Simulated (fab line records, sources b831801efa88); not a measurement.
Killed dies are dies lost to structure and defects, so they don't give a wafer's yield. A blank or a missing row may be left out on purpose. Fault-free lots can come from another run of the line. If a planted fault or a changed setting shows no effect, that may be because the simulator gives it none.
Problem report, 8D (eight disciplines) form, completed by code + flow sky130 + the parts of the form that need people (team, actions taken, sign-off) are left out

1. THE ISSUE
Mean of run-length-s at SKY_FIELD_ISO_ETCH_17: 111.4 s across 3 wafers in 3 lots; on wafers with no fault it is 125.9 s (standard deviation 0.52). That puts it -28 standard deviations away from the usual mean.
The step: etches Si in HBr/Cl2/O2, target depth 342 nm, time 97.7 s.
Seen first at day 5 01:28 on rie-si-02, wafer L356.2. The record holds 38 wafers of 13 lots with a number at this step. By rule, "out" or "out of limits" means more than 4 standard deviations away from the usual mean. All remaining wafers that have a number are taken as sound.

2. WHAT IT IS AND WHAT IT IS NOT
| question                    | is                     | is not                                                                                             |
|-----------------------------|------------------------|----------------------------------------------------------------------------------------------------|
| which readings at this step | run-length-s           | drypump-motor-current-A, oes-product-au, throttle-valve-pct                                        |
| which lots                  | L356, L358, L359       | L343, L344, L346, L347, L349, L350, L361, L363, L364, L366                                         |
| which wafers of those lots  | L356.2, L358.2, L359.4 | L356.5, L358.1, L358.3, L359.3, L359.5                                                             |
| read on which tools         | rie-si-02              | rie-si-01                                                                                          |
| when                        | from day 5 01:28       | up to then (19 sound wafers); but 16 sound wafers of L358, L359, L361, L363, L364, L366 came after |

3. SUSPECTS, AND WHAT RULES EACH OUT
Counting: if a tool at a process step up to the reading ran every lot that is out, it stays a suspect. Sound lots after the first of them don't rule it out here, since some wafers of a struck lot are sound.
- rie-si-02 at SKY_FIELD_ISO_ETCH_17 (etches Si in HBr/Cl2/O2, target depth 342 nm, time 97.7 s): kept. It ran every lot that is out, first L356 (day 5 01:28); its last sound lot up to then is L349 (day 3 11:37). Its own run-length-s readings are out on those wafers.
Left after counting: rie-si-02 at SKY_FIELD_ISO_ETCH_17.

4. THE CAUSE (what the simulator had put in)
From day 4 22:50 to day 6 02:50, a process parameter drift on rie-si-02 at SKY_FIELD_ISO_ETCH_17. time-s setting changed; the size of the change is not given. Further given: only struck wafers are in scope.
Counting left only this tool.

5. THE EFFECT CHAIN, in route order
One row per reading whose mean, taken over the struck wafers that have a number, lies over 3 standard deviations from the usual. Only readings for which the record gives a usual standard deviation are gone through. hours: the time from each lot's start at the first step in this table that gives one to its start at this step, as a median over the lots. sigmas: the change in usual standard deviations.
| hours | step                  | reading      | usual   | on struck wafers | change | sigmas |
|-------|-----------------------|--------------|---------|------------------|--------|--------|
| 0     | SKY_FIELD_ISO_ETCH_17 | run-length-s | 125.9 s | 111.4            | -14.5  | -28    |
Its process steps:
- SKY_FIELD_ISO_ETCH_17: etches Si in HBr/Cl2/O2, target depth 342 nm, time 97.7 s.
Later measuring or inspecting steps at which every struck wafer that the step has a row for has a number for every such reading, and none has moved that far: SKY_PWDE_TW_MEAS_10.

6. HOW IT WOULD HAVE BEEN CAUGHT EARLIER
In this record the first reading out of limits was taken at day 5 01:28, 3 hours after the fault began at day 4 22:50.
